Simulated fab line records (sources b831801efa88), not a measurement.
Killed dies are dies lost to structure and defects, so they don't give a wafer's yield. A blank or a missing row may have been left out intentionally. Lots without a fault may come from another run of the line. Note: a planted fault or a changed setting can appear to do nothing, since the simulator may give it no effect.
fab line records	flow sky130
record: lots: 6	wafers: 18	lastDay: 50
route steps=708 shown PWDE@54 NWELL@56 PAD_OPEN@708
lots that met no fault: taken from a fault-free run of the same line
startH: the number of hours between the record's first day and the start of the first shown wafer of the lot	waitH: how many hours have passed since the lot's step before this one	" same as the row above	L1.1+2: a single row standing in for several wafers	- no value present, or no start provided	* or withheld: withheld	< > ~ a bound
route shown NAME@n: a module of which the file shows steps, and the number in the route of the first	usual: mean and standard deviation over wafers with no fault	same: alike in all rows	chamber/n: place in a boat	sites: per-site readings	_std_site: the values' standard deviation	_edge_site: mean of outer sites minus mean of inner sites	radiusMm: how far each site lies from the wafer's centre	mask NAME#n: copy n	behind: the last tool/chamber to shape the wafer	hold: what put the lot on hold/how long, in hours/how the hold closed	device: names the non-switching transistor (n, p or np)	end of line: tests run on the same wafers once the route is complete	for a step that has no rows: nothing shown but its recipe	killed: count of dies lost to structure and defects at first sort (not the wafer's yield)	map: a wafer's dies, marking killed ones x, the rest . and places with no die _
set.NAME: the setting as run; set.NAME@STEP: as run at that earlier step	model.NAME: the simulator's own value behind a step, which no gauge read
lots seen at some steps along the route; tables by step, rows by wafer
services: a tool's chamber out of use, with start hour (startH, from the record's first day; less than 0 if before it), hours out, and reason
== steps ==
step: SKY_PWDE_STRIP_09
recipe: chemistry: O2/N2	powerW: 1400	pressureMtorr: 1500	platenTempC: withheld	o2FlowSccm: 3000	n2FlowSccm: 300	overashFraction: 0.5
usual: drypumpMotorCurrentA: 5.8/0.36	oesProductAu: 0.722/0.0045	stripTimeToEndpointS: 36.92/0.09
lot.wafer	tool	chamber	startH	waitH	drypumpMotorCurrentA	oesProductAu	rfHoursCounterH	stripTimeToEndpointS
L875.1	plasmaAsher-04	0	85.43	0.1	6.2	0.726	39	36.93
L875.3	"	0	"	"	6.3	0.725	-	36.75
L875.4	"	1	"	"	5.9	0.718	-	36.90
L886.2	plasmaAsher-04	0	145.01	0.1	6.3	0.722	46	36.95
L886.3	"	0	"	"	6.3	0.725	-	36.87
L886.5	"	0	"	"	6.2	0.719	-	36.97
L891.1	plasmaAsher-01	1	173.73	0.1	5.1	0.720	34	36.97
L891.2	"	0	"	"	5.8	0.723	34	36.80
L891.3	"	0	"	"	5.7	0.717	-	36.95
L892.1	plasmaAsher-01	0	179.83	0.1	5.8	0.726	35	36.79
L892.3	"	1	"	"	5.1	0.725	-	36.81
L892.5	"	0	"	"	5.8	0.722	-	36.79
L893.1	plasmaAsher-04	0	186.58	0.1	6.3	0.730	51	36.90
L893.2	"	1	"	"	5.9	0.718	51	36.92
L893.6	"	1	"	"	5.9	0.716	-	37.05
L894.1	plasmaAsher-03	1	189.81	0.1	6.1	0.720	51	36.94
L894.2	"	0	"	"	5.6	0.714	51	36.91
L894.3	"	0	"	"	5.6	0.729	-	36.80
step: SKY_PWDE_TW_MEAS_10
usual: PWDE_TW: 369/3.2
lot.wafer	tool	chamber	startH	waitH	PWDE_TW
L875.1	filmMetro-01	-	85.53	0.1	370
L875.3	"	-	"	"	372
L875.4	"	-	"	"	372
L886.2	filmMetro-04	-	145.12	0.1	367
L886.3	"	-	"	"	368
L886.5	"	-	"	"	370
L891.1	filmMetro-04	-	173.83	0.1	369
L891.2	"	-	"	"	369
L891.3	"	-	"	"	367
L892.1	filmMetro-01	-	179.93	0.1	375
L892.3	"	-	"	"	373
L892.5	"	-	"	"	373
L893.1	filmMetro-02	-	186.68	0.1	367
L893.2	"	-	"	"	367
L893.6	"	-	"	"	369
L894.1	filmMetro-01	-	189.91	0.1	375
L894.2	"	-	"	"	374
L894.3	"	-	"	"	373
step: SKY_NWELL_DEHYDRATE_03
recipe: tempC: 200	timeS: 60
step: SKY_NWELL_HMDS_04
recipe: primeTimeS: 60	primeTempC: 120
step: SKY_NWELL_COAT_05
recipe: spinRpm: 2000	resistThkNm: 3000
step: SKY_NWELL_SOFTBAKE_06
recipe: tempC: 110	timeS: withheld
step: SKY_NWELL_EXPOSE_07
recipe: maskId: NWM	na: 0.6	sourceShape: conventional	sigmaOuter: 0.6	polarization: unpolarized	targetCdNm: 840	doseMj: 255
step: SKY_NWELL_PEB_08
recipe: tempC: 115	timeS: withheld
step: SKY_NWELL_DEVELOP_09
recipe: wallAngleDeg: 90	developer: TMAH	developTimeS: 60	devTempC: 23
step: SKY_NWELL_OVL_MEAS_10
usual: NWELL_00_OVL: 0.5/1.2
lot.wafer	tool	chamber	startH	waitH	NWELL_00_OVL[nm]
L875.1	overlay-02	-	102.86	-	1.8
L875.3	"	-	"	"	-0.9
L875.4	"	-	"	"	0.5
L886.2	overlay-02	-	165.32	-	3.5
L886.3	"	-	"	"	2.6
L886.5	"	-	"	"	1.2
L891.1	overlay-02	-	194.34	-	-0.6
L891.2	"	-	"	"	0.6
L891.3	"	-	"	"	0.3
L892.1	overlay-02	-	200.39	-	1.4
L892.3	"	-	"	"	1.1
L892.5	"	-	"	"	1.4
L893.1	overlay-02	-	207.89	-	-0.4
L893.2	"	-	"	"	0.4
L893.6	"	-	"	"	1.3
L894.1	overlay-02	-	211.44	-	0.9
L894.2	"	-	"	"	0.2
L894.3	"	-	"	"	2.6
step: SKY_NWELL_IMPLANT_11
recipe: species: P	energyKev: 400	doseCm2: 1.9e+13	tiltDeg: withheld
step: SKY_NWELL_IMPLANT_12
recipe: species: P	energyKev: 120	doseCm2: 1.3e+12	tiltDeg: withheld
step: SKY_NWELL_IMPLANT_13
recipe: species: P	energyKev: 50	doseCm2: 7e+11	tiltDeg: withheld
usual: beamEnergyKeV: 50.000/0.015	doseIonsCm2: 6.997e+11/7.3e+08	faradayCurrentUA: 3.94/0.077
lot.wafer	tool	chamber	startH	waitH	beamEnergyKeV	doseIonsCm2	faradayCurrentUA
L875.1	implanter-04	0	103.20	0.1	50.009	7.005e+11	3.88
L875.3	"	0	"	"	50.007	6.995e+11	3.90
L875.4	"	0	"	"	49.995	6.99e+11	4.02
L886.2	implanter-03	0	165.67	0.1	49.988	6.992e+11	3.94
L886.3	"	0	"	"	49.987	7.001e+11	3.89
L886.5	"	0	"	"	49.960	6.983e+11	3.90
L891.1	implanter-04	0	194.68	0.1	49.989	4.156e+11	2.42
L891.2	"	0	"	"	50.004	4.17e+11	2.35
L891.3	"	0	"	"	49.994	4.169e+11	2.34
L892.1	implanter-02	0	200.73	0.1	50.011	7.001e+11	3.92
L892.3	"	0	"	"	49.994	6.986e+11	3.86
L892.5	"	0	"	"	49.994	7.003e+11	3.90
L893.1	implanter-03	0	208.23	0.1	50.012	7.004e+11	3.87
L893.2	"	0	"	"	50.026	7.006e+11	4.04
L893.6	"	0	"	"	49.994	7.007e+11	3.99
L894.1	implanter-04	0	211.78	0.1	49.990	4.147e+11	2.34
L894.2	"	0	"	"	49.990	4.162e+11	2.37
L894.3	"	0	"	"	50.008	4.163e+11	2.32
step: SKY_NWELL_STRIP_14
recipe: chemistry: O2/N2	powerW: 1400	pressureMtorr: 1500	platenTempC: withheld	o2FlowSccm: 3000	n2FlowSccm: 300	overashFraction: 0.5
usual: drypumpMotorCurrentA: 5.92/0.28	oesProductAu: 0.723/0.0046	stripTimeToEndpointS: 36.93/0.095
lot.wafer	tool	chamber	startH	waitH	drypumpMotorCurrentA	oesProductAu	rfHoursCounterH	stripTimeToEndpointS
L875.1	plasmaAsher-03	1	103.35	0.1	6.04	0.728	41	36.98
L875.3	"	0	"	"	5.56	0.725	-	36.93
L875.4	"	1	"	"	6.05	0.734	-	36.96
L886.2	plasmaAsher-02	1	165.80	0.1	6.14	0.724	5	36.92
L886.3	"	1	"	"	6.13	0.721	-	36.82
L886.5	"	1	"	"	6.16	0.726	-	36.98
L891.1	plasmaAsher-02	0	194.83	0.1	5.49	0.719	8	36.93
L891.2	"	1	"	"	6.15	0.725	8	37.00
L891.3	"	1	"	"	6.17	0.717	-	36.93
L892.1	plasmaAsher-03	0	200.88	0.1	5.54	0.726	52	36.92
L892.3	"	0	"	"	5.55	0.729	-	36.88
L892.5	"	1	"	"	6.06	0.716	-	36.89
L893.1	plasmaAsher-02	0	208.38	0.1	5.49	0.720	9	37.20
L893.2	"	1	"	"	6.18	0.727	9	37.02
L893.6	"	1	"	"	6.17	0.725	-	37.05
L894.1	plasmaAsher-03	1	211.93	0.1	6.05	0.713	53	36.86
L894.2	"	0	"	"	5.53	0.717	53	36.79
L894.3	"	0	"	"	5.56	0.719	-	36.86
step: SKY_NWELL_TW_MEAS_15
usual: NWELL_TW: 1796/14
lot.wafer	tool	chamber	startH	waitH	NWELL_TW
L875.1	filmMetro-04	-	103.45	0.1	1805
L875.3	"	-	"	"	1800
L875.4	"	-	"	"	1795
L886.2	filmMetro-01	-	165.91	0.1	1815
L886.3	"	-	"	"	1810
L886.5	"	-	"	"	1823
L891.1	filmMetro-04	-	194.93	0.1	1790
L891.2	"	-	"	"	1780
L891.3	"	-	"	"	1791
L892.1	filmMetro-02	-	200.98	0.1	1794
L892.3	"	-	"	"	1776
L892.5	"	-	"	"	1784
L893.1	filmMetro-04	-	208.48	0.1	1780
L893.2	"	-	"	"	1791
L893.6	"	-	"	"	1788
L894.1	filmMetro-01	-	212.03	0.1	1815
L894.2	"	-	"	"	1823
L894.3	"	-	"	"	1826
step: SKY_NWELL_DEHYDRATE_16
recipe: tempC: 200	timeS: 60
step: SKY_NWELL_HMDS_17
recipe: primeTimeS: 60	primeTempC: 120
step: SKY_NWELL_COAT_18
recipe: spinRpm: 2000	resistThkNm: 3000
step: SKY_NWELL_SOFTBAKE_19
recipe: tempC: 110	timeS: withheld
step: SKY_NWELL_EXPOSE_20
recipe: maskId: NWM_COMPLEMENT	na: 0.6	sourceShape: conventional	sigmaOuter: 0.6	polarization: unpolarized	targetCdNm: 840	doseMj: 260
step: SKY_NWELL_PEB_21
recipe: tempC: 115	timeS: withheld
step: SKY_NWELL_DEVELOP_22
recipe: wallAngleDeg: 90	developer: TMAH	developTimeS: 60	devTempC: 23
step: SKY_NWELL_OVL_MEAS_23
usual: NWELL_01_OVL: -0.1/1.4
lot.wafer	tool	chamber	startH	waitH	NWELL_01_OVL[nm]
L875.1	overlay-01	-	121.09	-	1.6
L875.3	"	-	"	"	-0.4
L875.4	"	-	"	"	-1.3
L886.2	overlay-01	-	186.05	-	-0.5
L886.3	"	-	"	"	-1.0
L886.5	"	-	"	"	-0.1
L891.1	overlay-02	-	216.56	-	0.4
L891.2	"	-	"	"	0.0
L891.3	"	-	"	"	0.4
L892.1	overlay-02	-	223.34	-	-0.6
L892.3	"	-	"	"	-2.3
L892.5	"	-	"	"	-1.1
L893.1	overlay-01	-	230.39	-	-0.9
L893.2	"	-	"	"	-0.3
L893.6	"	-	"	"	-0.3
L894.1	overlay-01	-	234.44	-	2.0
L894.2	"	-	"	"	-1.3
L894.3	"	-	"	"	0.8
step: SKY_NWELL_IMPLANT_24
recipe: species: B	energyKev: 140	doseCm2: 9.2e+12	tiltDeg: withheld
step: SKY_NWELL_STRIP_25
recipe: chemistry: O2/N2	powerW: 1400	pressureMtorr: 1500	platenTempC: withheld	o2FlowSccm: 3000	n2FlowSccm: 300	overashFraction: 0.5
usual: drypumpMotorCurrentA: 5.90/0.27	oesProductAu: 0.722/0.0046	stripTimeToEndpointS: 36.90/0.1
lot.wafer	tool	chamber	startH	waitH	drypumpMotorCurrentA	oesProductAu	rfHoursCounterH	stripTimeToEndpointS
L875.1	plasmaAsher-04	0	121.28	0.1	6.26	0.720	43	37.01
L875.3	"	0	"	"	6.24	0.719	-	36.99
L875.4	"	1	"	"	5.91	0.718	-	37.14
L886.2	plasmaAsher-02	0	186.23	0.1	5.47	0.725	7	37.06
L886.3	"	1	"	"	6.15	0.724	-	36.94
L886.5	"	1	"	"	6.15	0.717	-	37.08
L891.1	plasmaAsher-03	1	216.75	0.1	6.03	0.728	53	36.90
L891.2	"	0	"	"	5.59	0.726	53	36.90
L891.3	"	1	"	"	6.07	0.718	-	36.96
L892.1	plasmaAsher-02	0	223.53	0.1	5.51	0.723	10	37.00
L892.3	"	1	"	"	6.15	0.724	-	37.06
L892.5	"	0	"	"	5.51	0.728	-	37.01
L893.1	plasmaAsher-03	0	230.58	0.1	5.52	0.724	55	36.99
L893.2	"	1	"	"	6.00	0.717	55	36.98
L893.6	"	0	"	"	5.52	0.724	-	36.93
L894.1	plasmaAsher-02	1	234.63	0.1	6.17	0.722	11	36.70
L894.2	"	0	"	"	5.50	0.721	11	36.69
L894.3	"	1	"	"	6.16	0.720	-	36.83
step: SKY_NWELL_TW_MEAS_26
usual: NWELL_2_TW: 490/3.9
lot.wafer	tool	chamber	startH	waitH	NWELL_2_TW
L875.1	filmMetro-04	-	121.38	0.1	489
L875.3	"	-	"	"	491
L875.4	"	-	"	"	489
L886.2	filmMetro-02	-	186.34	0.1	486
L886.3	"	-	"	"	488
L886.5	"	-	"	"	488
L891.1	filmMetro-04	-	216.85	0.1	490
L891.2	"	-	"	"	489
L891.3	"	-	"	"	490
L892.1	filmMetro-01	-	223.63	0.1	495
L892.3	"	-	"	"	495
L892.5	"	-	"	"	494
L893.1	filmMetro-01	-	230.68	0.1	495
L893.2	"	-	"	"	494
L893.6	"	-	"	"	493
L894.1	filmMetro-02	-	234.73	0.1	487
L894.2	"	-	"	"	484
L894.3	"	-	"	"	484
step: SKY_NWELL_CLEAN_27
recipe: chemistry: SC1/SC2	mix: 1:4:20	tempC: 70	timeS: 150	dry: n2Spin
step: SKY_NWELL_RTA_28
recipe: tempC: 1050	timeS: 30	idleTempC: 650	rampUpCPerS: 150	rampDownCPerS: 90	ambient: N2
usual: annealTempCMax: 1054.1/0.84	lampPowerPct: 25.31/0.056	wafer_temp_C_max: 1054.9/0.99
lot.wafer	tool	chamber	startH	waitH	annealTempCMax	lampPowerPct	wafer_temp_C_max
L875.1	rtpAnneal-02	0	121.49	0.0	1054.4	25.36	1056.4
L875.3	"	0	"	"	1055.1	25.46	1057.9
L875.4	"	0	"	"	1054.2	25.30	1054.5
L886.2	rtpAnneal-01	0	186.46	0.0	1053.8	25.37	1055.4
L886.3	"	0	"	"	1054.2	25.36	1054.7
L886.5	"	0	"	"	1053.5	25.34	1055.4
L891.1	rtpAnneal-02	0	216.96	0.0	1055.9	25.30	1056.6
L891.2	"	0	"	"	1054.1	25.34	1056.1
L891.3	"	0	"	"	1055.5	25.35	1053.2
L892.1	rtpAnneal-01	0	223.74	0.0	1053.7	25.33	1055.6
L892.3	"	0	"	"	1053.2	25.36	1053.9
L892.5	"	0	"	"	1054.6	25.36	1053.6
L893.1	rtpAnneal-01	0	230.79	0.0	1055.1	25.39	1054.6
L893.2	"	0	"	"	1053.3	25.32	1054.6
L893.6	"	0	"	"	1054.2	25.27	1053.6
L894.1	rtpAnneal-02	0	234.84	0.0	1053.5	25.38	1054.3
L894.2	"	0	"	"	1054.0	25.32	1053.9
L894.3	"	0	"	"	1056.4	25.25	1055.0
step: SKY_NWELL_RS_MEAS_29
recipe: thkMeasGauge: four-point-probe
usual: NWELL_RS: 625.0/1.6
lot.wafer	tool	chamber	startH	waitH	NWELL_RS[ohm/sq]
L875.1	filmMetro-01	-	121.59	0.1	623.5
L875.3	"	-	"	"	625.0
L875.4	"	-	"	"	624.6
L886.2	filmMetro-04	-	186.56	0.1	625.8
L886.3	"	-	"	"	624.0
L886.5	"	-	"	"	623.4
L891.1	filmMetro-01	-	217.06	0.1	637.4
L891.2	"	-	"	"	635.3
L891.3	"	-	"	"	634.7
L892.1	filmMetro-04	-	223.84	0.1	627.0
L892.3	"	-	"	"	627.9
L892.5	"	-	"	"	627.8
L893.1	filmMetro-04	-	230.89	0.1	624.4
L893.2	"	-	"	"	625.2
L893.6	"	-	"	"	625.3
L894.1	filmMetro-01	-	234.94	0.1	633.2
L894.2	"	-	"	"	632.4
L894.3	"	-	"	"	631.8
step: SKY_PAD_OPEN_PROBE_99
usual: killed_at_M0_to_M3: 43/6.7	killed_at_M4_up: 3.0/1.9	killedAtContacts: 25/5.4	killedAtFrontEnd: 16/4.5	killedAtOther: 0.4/0.62	killedDies: 87/9.6	killedOpen: 47/7	killedShort: 39/6.1
same: grossDies: 492	killedAtBackSide: 0
lot.wafer	tool	chamber	startH	waitH	killed_at_M0_to_M3	killed_at_M4_up	killedAtContacts	killedAtFrontEnd	killedAtOther	killedDies	killedOpen	killedShort	model.etest.nfet_16v.rOnOhmUm	model.etest.pfetG5v0d10v5.rOnOhmUm	model.etest.tip_p_5v.rsOhmSq	model.etest.pfetG5v0d10v5.driveUaUm	model.etest.pfet_01v8_lvt.driveUaUm	model.etest.pfet_16v.driveUaUm	model.etest.pfetG5v0d10v5.offLog10AUm	model.etest.pfet_01v8_lvt.offLog10AUm
L875.1	prober-02	-	1088.51	0.1	47	5	21	16	1	90	51	39	1.431e+04	4784	2837	342.4	176.1	246.8	-12.19	-8.64
L875.3	prober-02	-	1088.61	0.2	43	0	17	15	0	75	41	34	1.425e+04	4756	2825	343.8	176.7	246	-12.28	-8.605
L875.4	prober-02	-	1088.66	0.2	45	3	19	19	0	86	52	34	1.436e+04	4786	2843	339.7	175	241.6	-12.15	-8.805
L886.2	prober-01	-	1155.99	0.1	36	7	25	26	0	94	47	47	1.396e+04	4773	2860	342	174.7	241	-12.73	-8.994
L886.3	prober-01	-	1156.04	0.2	45	0	25	9	0	79	44	35	1.408e+04	4811	2833	338.1	171.1	235.2	-12.82	-9.087
L886.5	prober-01	-	1156.14	0.2	38	2	29	12	0	81	40	41	1.393e+04	4798	2846	341.6	172.6	238.1	-13.05	-9.092
L892.1	prober-02	-	1187.34	0.1	39	0	25	14	1	79	42	36	1.412e+04	4704	2862	347.3	174.7	246.6	-12.31	-8.982
L892.3	prober-02	-	1187.44	0.2	48	4	26	13	0	91	54	37	1.432e+04	4786	2832	341.2	172.8	251	-12.32	-9.004
L892.5	prober-02	-	1187.54	0.2	35	1	29	13	1	79	46	32	1.412e+04	4682	2854	345.9	174.9	245.4	-12.35	-8.917
L891.1	prober-01	-	1189.61	0.1	44	4	34	15	0	97	52	44	1.449e+04	4628	2792	352.3	184.7	251.1	-11.09	-7.99
L891.2	prober-01	-	1189.66	0.1	42	3	28	7	0	80	37	43	1.434e+04	4580	2805	359.2	184.8	254.7	-10.54	-7.866
L891.3	prober-01	-	1189.71	0.2	38	4	33	16	1	92	48	44	1.442e+04	4612	2804	349.5	185.9	256.5	-11.27	-7.652
L893.1	prober-02	-	1191.11	0.1	40	1	31	20	1	93	56	37	1.46e+04	4829	2872	338.2	176.2	248.1	-12.45	-8.538
L893.2	prober-02	-	1191.16	0.1	34	2	18	16	0	70	37	33	1.47e+04	4820	2850	334.2	173.3	245.8	-12.18	-8.593
L893.6	prober-02	-	1191.36	0.2	36	0	27	25	0	88	49	39	1.452e+04	4785	2857	341.7	175.8	248.6	-12.32	-8.496
L894.1	prober-01	-	1194.04	0.1	42	4	32	14	0	92	44	47	1.436e+04	4607	2832	355.1	185.9	255.8	-11.31	-7.875
L894.2	prober-01	-	1194.09	0.1	31	2	17	14	1	65	30	35	1.44e+04	4530	2830	360.7	185.3	257.3	-11.09	-8.062
L894.3	prober-01	-	1194.14	0.2	36	9	16	16	0	77	38	39	1.444e+04	4581	2836	352.9	183.2	254.5	-11.16	-7.868
killed by level:class
L875.1 VIA1:geometricParticle:open=10 VIA2:geometricParticle:open=9 CONTACT:geometricParticle:short=7 FIELD_ISO:geometricParticle:open=6 CONTACT:geometricParticle:open=6 FIELD_ISO:geometricParticle:short=5 METAL3:geometricParticle:short=5 VIA3:geometricParticle:open=4
L875.3 VIA2:geometricParticle:open=8 METAL1:geometricParticle:short=7 VIA3:geometricParticle:open=7 CONTACT:geometricParticle:open=7 VIA1:geometricParticle:open=6 FIELD_ISO:geometricParticle:short=4 POLY_GATE:geometricParticle:short=4 LOCAL_INTERCONNECT:geometricParticle:short=4
L875.4 VIA1:geometricParticle:open=11 VIA3:geometricParticle:open=8 LI_CONTACT:geometricParticle:open=7 VIA2:geometricParticle:open=7 POLY_GATE:geometricParticle:short=6 METAL1:geometricParticle:short=5 CONTACT:geometricParticle:open=5 FIELD_ISO:geometricParticle:open=4
L886.2 CONTACT:geometricParticle:open=9 FIELD_ISO:geometricParticle:short=8 METAL4:geometricParticle:short=7 VIA3:geometricParticle:open=7 POLY_GATE:geometricParticle:open=6 POLY_GATE:geometricParticle:short=6 VIA1:geometricParticle:open=6 METAL2:geometricParticle:short=5
L886.3 LI_CONTACT:geometricParticle:open=12 VIA3:geometricParticle:open=10 VIA1:geometricParticle:short=9 VIA2:geometricParticle:open=6 VIA1:geometricParticle:open=5 METAL2:geometricParticle:short=5 METAL1:geometricParticle:short=5 CONTACT:geometricParticle:open=4
L886.5 CONTACT:geometricParticle:open=8 CONTACT:geometricParticle:short=7 VIA3:geometricParticle:open=7 LI_CONTACT:geometricParticle:open=6 LI_CONTACT:geometricParticle:short=5 VIA1:geometricParticle:open=5 VIA2:geometricParticle:short=4 VIA3:geometricParticle:short=4
L892.1 CONTACT:geometricParticle:open=10 POLY_GATE:geometricParticle:open=8 METAL2:geometricParticle:short=8 VIA2:geometricParticle:open=7 CONTACT:geometricParticle:short=5 VIA1:geometricParticle:open=5 VIA3:geometricParticle:short=5 VIA3:geometricParticle:open=5
L892.3 VIA1:geometricParticle:open=13 CONTACT:geometricParticle:open=12 VIA2:geometricParticle:open=7 VIA2:geometricParticle:short=7 LI_CONTACT:geometricParticle:open=6 VIA1:geometricParticle:short=6 POLY_GATE:geometricParticle:open=5 LI_CONTACT:geometricParticle:short=4
L892.5 CONTACT:geometricParticle:open=11 LI_CONTACT:geometricParticle:open=8 VIA1:geometricParticle:open=8 VIA3:geometricParticle:open=5 CONTACT:geometricParticle:short=5 METAL1:geometricParticle:short=5 VIA1:geometricParticle:short=4 METAL2:geometricParticle:short=4
L891.1 CONTACT:geometricParticle:open=12 VIA1:geometricParticle:open=9 VIA3:geometricParticle:open=9 LI_CONTACT:geometricParticle:open=7 LOCAL_INTERCONNECT:geometricParticle:short=7 METAL1:geometricParticle:short=5 LI_CONTACT:geometricParticle:short=4 CONTACT:geometricParticle:short=4
L891.2 VIA1:geometricParticle:open=10 METAL2:geometricParticle:short=7 LI_CONTACT:geometricParticle:open=7 CONTACT:geometricParticle:short=6 METAL1:geometricParticle:short=6 VIA2:geometricParticle:open=6 LI_CONTACT:geometricParticle:short=5 LOCAL_INTERCONNECT:geometricParticle:short=5
L891.3 CONTACT:geometricParticle:open=12 VIA1:geometricParticle:open=10 CONTACT:geometricParticle:short=8 FIELD_ISO:geometricParticle:open=5 LI_CONTACT:geometricParticle:open=5 FIELD_ISO:geometricParticle:short=5 VIA2:geometricParticle:short=5 METAL2:geometricParticle:short=4
L893.1 CONTACT:geometricParticle:open=13 VIA1:geometricParticle:open=12 FIELD_ISO:geometricParticle:open=6 VIA2:geometricParticle:open=6 VIA3:geometricParticle:open=6 LI_CONTACT:geometricParticle:short=5 VIA1:geometricParticle:short=5 FIELD_ISO:geometricParticle:short=4
L893.2 VIA1:geometricParticle:open=8 CONTACT:geometricParticle:open=7 METAL1:geometricParticle:short=6 FIELD_ISO:geometricParticle:short=5 LOCAL_INTERCONNECT:geometricParticle:short=5 FIELD_ISO:geometricParticle:open=4 VIA1:geometricParticle:short=4 VIA3:geometricParticle:open=4
L893.6 CONTACT:geometricParticle:open=11 POLY_GATE:geometricParticle:open=8 VIA1:geometricParticle:short=7 CONTACT:geometricParticle:short=6 VIA1:geometricParticle:open=6 VIA3:geometricParticle:open=6 FIELD_ISO:geometricParticle:open=5 METAL2:geometricParticle:short=5
L894.1 CONTACT:geometricParticle:open=10 LI_CONTACT:geometricParticle:open=9 VIA1:geometricParticle:open=6 METAL2:geometricParticle:short=6 VIA2:geometricParticle:open=6 VIA1:geometricParticle:short=5 FIELD_ISO:geometricParticle:short=4 POLY_GATE:geometricParticle:short=4
L894.2 FIELD_ISO:geometricParticle:short=8 METAL2:geometricParticle:short=8 LI_CONTACT:geometricParticle:open=6 CONTACT:geometricParticle:open=6 VIA1:geometricParticle:open=5 VIA2:geometricParticle:short=3 CONTACT:geometricParticle:short=3 METAL1:geometricParticle:short=3
L894.3 VIA1:geometricParticle:open=7 METAL4:geometricParticle:short=7 FIELD_ISO:geometricParticle:open=6 METAL1:geometricParticle:short=6 LI_CONTACT:geometricParticle:open=5 VIA2:geometricParticle:open=5 POLY_GATE:geometricParticle:short=4 CONTACT:geometricParticle:open=4
== services ==
tool	chamber	startH	hours	kind
implanter-04	-	65.10	1.1	repair
plasmaAsher-02	-	108.75	9.0	pm
plasmaAsher-02	0	108.75	9.0	ventCycle
plasmaAsher-02	1	108.75	9.0	ventCycle
plasmaAsher-02	0	117.75	-	clean
plasmaAsher-02	1	117.75	-	clean
plasmaAsher-03	-	122.20	0.8	repair
plasmaAsher-01	-	133.71	17.2	pm
implanter-04	-	134.32	3.7	pm
implanter-03	-	151.66	4.1	pm
plasmaAsher-02	-	158.44	6.1	repair
plasmaAsher-02	-	159.31	2.5	repair
implanter-03	-	170.66	1.7	repair
plasmaAsher-04	-	186.73	5.8	repair
plasmaAsher-02	-	203.66	2.8	pm
implanter-03	-	211.46	4.1	pm
implanter-02	-	216.04	1.7	repair
implanter-02	-	216.10	1.3	repair
implanter-03	-	219.24	5.8	repair
== key ==
firstSign: step: SKY_NWELL_IMPLANT_13	reading: doseIonsCm2	direction: down	sigmas: 99+	usual: *	struck: *
effect: step: SKY_NWELL_IMPLANT_13	reading: faradayCurrentUA	direction: down	sigmas: 21	usual: 3.94	struck: 2.36
effect: step: SKY_NWELL_RS_MEAS_29	reading: NWELL_RS	direction: up	sigmas: 5.6	usual: 625.0	struck: 634.1
modelEffect: step: SKY_PAD_OPEN_PROBE_99	value: etest.nfet_16v.rOnOhmUm	without: 1.408e+04	struck: 1.441e+04
metAt SKY_NWELL_IMPLANT_13
struckWafers L891.1,L891.2,L891.3,L894.1,L894.2,L894.3
testerLeftOut L891,L894
onsetBetween 103.20 194.68
fault: kind: processParameterDrift	tool: implanter-04	chamber: -	onsetH: 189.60	steps: SKY_NWELL_IMPLANT_13	channel: doseCm2	offset: *	shape: step	endH: 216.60	actsIn: *	stated: *
testerLeftOut: of these lots the tester's yield and bins aren't shown, on N5 and GAA mostly nor the transistor test; their killed dies are dies lost to structure and defects alone, not to doping, threshold or leakage, so they don't give the yield
